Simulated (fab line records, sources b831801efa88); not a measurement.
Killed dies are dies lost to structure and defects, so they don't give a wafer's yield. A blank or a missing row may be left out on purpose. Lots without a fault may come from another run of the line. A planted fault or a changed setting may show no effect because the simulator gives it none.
Which tool did it? | flow sky130 | 14 lots, 42 wafers sampled, at 5 steps of a route of 708

WHAT THE GAUGES READ, wafer by wafer
SKY_LDD_HVP_TW_MEAS_10. Usual: LDD_HVP_TW 458.4, standard deviation 2.
lot  | measured     | on            | LDD_HVP_TW        | flag
L203 | day 21 08:23 | film_metro-01 | 456.2 454.8 453.6 |
L206 | day 22 17:26 | film_metro-01 | 457.3 456.9 456.6 |
L207 | day 23 05:11 | film_metro-04 | 457.3 457.4 455.8 |
L211 | day 24 20:02 | film_metro-03 | 460.9 460.3 459.3 |
L212 | day 25 01:50 | film_metro-03 | 457.6 458.5 460.2 |
L213 | day 25 09:50 | film_metro-04 | 459.6 458.3 461.2 |
L214 | day 25 20:28 | film_metro-04 | 457.2 457.2 456.9 |
L215 | day 26 04:07 | film_metro-03 | 458.4 462.1 460.4 |
L216 | day 26 12:08 | film_metro-04 | 460.9 459.6 458.2 |
L219 | day 27 09:25 | film_metro-03 | 72.5 73.4 72.7    | OFF
L220 | day 27 14:29 | film_metro-03 | 459.8 459.3 459.7 |
L221 | day 28 01:28 | film_metro-03 | 72.3 73.0 73.0    | OFF
L222 | day 28 11:59 | film_metro-03 | 457.2 456.8 458.4 |
L226 | day 29 20:02 | film_metro-01 | 461.5 460.5 460.9 |

SKY_CAP2M_THK_MEAS_01. Usual: CAP2M_CVD_00_THK 15.53 nm, standard deviation 0.22.
lot  | measured     | on            | CAP2M_CVD_00_THK (nm) | flag
L203 | day 39 12:41 | film_metro-01 | 15.37 15.49 15.67     |
L206 | day 40 15:59 | film_metro-03 | 15.73 15.75 15.88     |
L207 | day 41 00:54 | film_metro-03 | 15.16 15.09 15.44     |
L211 | day 42 07:10 | film_metro-03 | 15.14 15.39 15.46     |
L212 | day 42 12:29 | film_metro-04 | 15.25 15.27 15.44     |
L213 | day 42 18:25 | film_metro-03 | 15.25 15.59 15.62     |
L214 | day 43 04:16 | film_metro-03 | 15.58 15.73 15.58     |
L215 | day 43 06:38 | film_metro-01 | 15.48 15.49 15.37     |
L216 | day 43 14:44 | film_metro-01 | 15.58 15.75 15.62     |
L219 | day 44 08:11 | film_metro-01 | 15.06 15.14 15.28     |
L220 | day 44 18:32 | film_metro-01 | 15.41 15.37 15.88     |
L221 | day 44 19:38 | film_metro-03 | 15.49 15.59 15.55     |
L222 | day 45 05:08 | film_metro-03 | 15.57 15.76 15.59     |
L226 | day 46 02:27 | film_metro-01 | 15.52 15.41 15.46     |

WHICH TOOL RAN EACH LOT (tool, then ch and the chambers of the sampled wafers, then the start)
lot  | SKY_LDD_HVP_DEVELOP_06            | SKY_METAL2_SPUTTER_00        | SKY_METAL2_DESCUM_17
L203 | litho_track-03 ch 0, day 21 07:56 | pvd_sputter-04, day 33 20:38 | rie_metal-01 ch 0,1, day 34 23:38
L206 | litho_track-03 ch 0, day 22 16:59 | pvd_sputter-04, day 35 00:47 | rie_metal-04 ch 0,1, day 36 03:09
L207 | litho_track-03 ch 0, day 23 04:46 | pvd_sputter-02, day 35 09:46 | rie_metal-01 ch 0, day 36 12:18
L211 | litho_track-04 ch 0, day 24 19:36 | pvd_sputter-02, day 36 18:59 | rie_metal-01 ch 0, day 37 21:06
L212 | litho_track-03 ch 0, day 25 01:25 | pvd_sputter-04, day 37 01:41 | rie_metal-02 ch 0,1, day 38 04:00
L213 | litho_track-04 ch 0, day 25 09:24 | pvd_sputter-01, day 37 07:32 | rie_metal-02 ch 0,1, day 38 09:15
L214 | litho_track-02 ch 0, day 25 20:01 | pvd_sputter-02, day 37 18:58 | rie_metal-02 ch 0,1, day 38 21:15
L215 | litho_track-02 ch 0, day 26 03:40 | pvd_sputter-02, day 38 00:49 | rie_metal-02 ch 0,1, day 39 02:24
L216 | litho_track-02 ch 0, day 26 11:43 | pvd_sputter-02, day 38 08:00 | rie_metal-01 ch 0,1, day 39 09:01
L219 | litho_track-02 ch 0, day 27 08:58 | pvd_sputter-01, day 39 02:49 | rie_metal-02 ch 0,1, day 40 03:38
L220 | litho_track-04 ch 0, day 27 14:03 | pvd_sputter-02, day 39 11:28 | rie_metal-04 ch 0,1, day 40 12:11
L221 | litho_track-02 ch 0, day 28 01:01 | pvd_sputter-04, day 39 16:19 | rie_metal-01 ch 0,1, day 40 16:56
L222 | litho_track-04 ch 0, day 28 11:33 | pvd_sputter-02, day 40 01:16 | rie_metal-04 ch 0,1, day 41 02:39
L226 | litho_track-03 ch 0, day 29 19:37 | pvd_sputter-02, day 41 03:58 | rie_metal-04 ch 1, day 42 03:21
- SKY_LDD_HVP_DEVELOP_06: develop time 60 s.
- SKY_METAL2_SPUTTER_00: material Ti, target thk 15 nm, time 10 s.
- SKY_METAL2_DESCUM_17: chemistry O2, time 8 s.

WHAT THE TOOLS THEMSELVES READ (means of the sampled wafers that have a number; where no wafer has one, the mark that the record gives instead)
SKY_METAL2_SPUTTER_00. Usual: throttle_valve_pct 30.3 %, standard deviation 1.1.
lot  | tool           | throttle_valve_pct (%) | flag
L203 | pvd_sputter-04 | 31.2                   |
L206 | pvd_sputter-04 | 30.4                   |
L207 | pvd_sputter-02 | 30.0                   |
L211 | pvd_sputter-02 | 29.8                   |
L212 | pvd_sputter-04 | 31.1                   |
L213 | pvd_sputter-01 | 30.3                   |
L214 | pvd_sputter-02 | 29.8                   |
L215 | pvd_sputter-02 | 29.9                   |
L216 | pvd_sputter-02 | 29.3                   |
L219 | pvd_sputter-01 | 30.1                   |
L220 | pvd_sputter-02 | 29.6                   |
L221 | pvd_sputter-04 | 30.0                   |
L222 | pvd_sputter-02 | 30.0                   |
L226 | pvd_sputter-02 | 30.3                   |

SKY_METAL2_DESCUM_17. Usual: chamber_pressure_mTorr 10.00 mTorr, standard deviation 0.034; drypump_motor_current_A 5.7 A, standard deviation 0.46; oes_product_au 0.997 a.u., standard deviation 0.0081; rf_fwd_power_W 147.3 W, standard deviation 0.8.
lot  | tool         | chamber_pressure_mTorr (mTorr) | drypump_motor_current_A (A) | oes_product_au (a.u.) | rf_fwd_power_W (W) | flag
L203 | rie_metal-01 | 10.00                          | 5.2                         | 0.994                 | 148.0              |
L206 | rie_metal-04 | 10.00                          | 5.9                         | 1.000                 | 147.0              |
L207 | rie_metal-01 | 10.00                          | 6.2                         | 0.989                 | 147.8              |
L211 | rie_metal-01 | 10.00                          | 6.2                         | 0.977                 | 148.3              |
L212 | rie_metal-02 | 9.99                           | 5.5                         | 1.005                 | 147.1              |
L213 | rie_metal-02 | 10.00                          | 5.6                         | 0.997                 | 146.7              |
L214 | rie_metal-02 | 10.00                          | 5.5                         | 1.007                 | 146.9              |
L215 | rie_metal-02 | 9.99                           | 5.5                         | 1.007                 | 147.5              |
L216 | rie_metal-01 | 10.01                          | 5.2                         | 0.996                 | 147.8              |
L219 | rie_metal-02 | 10.00                          | 5.6                         | 0.999                 | 147.5              |
L220 | rie_metal-04 | 9.99                           | 5.8                         | 0.989                 | 146.9              |
L221 | rie_metal-01 | 10.01                          | 5.2                         | 0.996                 | 148.5              |
L222 | rie_metal-04 | 9.99                           | 5.9                         | 0.995                 | 147.1              |
L226 | rie_metal-04 | 10.01                          | 5.8                         | 1.004                 | 146.1              |

THE ANSWER, worked out from the rows above alone
Rule: a lot is off if the mean of its wafers that have a number lies more than 3 standard deviations from the usual mean. A lot without any number at a reading at which 4 lots or more have one is off too. The other lots that the step has rows for count as sound. The gauges are gone through in route order, then the tools' own readings, and for those a lot's mean is taken as printed above. The first step at which some lot is off is used, and at that step the reading that is off furthest; a lot without a number counts as furthest.
Off: L219, L221, at SKY_LDD_HVP_TW_MEAS_10 (LDD_HVP_TW).
A tool fits if, at a process step before that reading, it ran every lot that is off, and no sound lot after the first of them. The gauges at SKY_LDD_HVP_TW_MEAS_10 are tried like those tools. One fits: litho_track-02 at SKY_LDD_HVP_DEVELOP_06. Its last sound lot is L216 (day 26 11:43), its first lot that is off L219 (day 27 08:58): a fault that began between those two fits.

WHAT THE SIMULATOR HAD PUT IN
Process parameter drift: litho_track-02, from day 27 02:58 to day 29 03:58, at SKY_LDD_HVP_DEVELOP_06. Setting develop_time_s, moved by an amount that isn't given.
Lots struck among those shown: L219, L221. The rule above found the same.
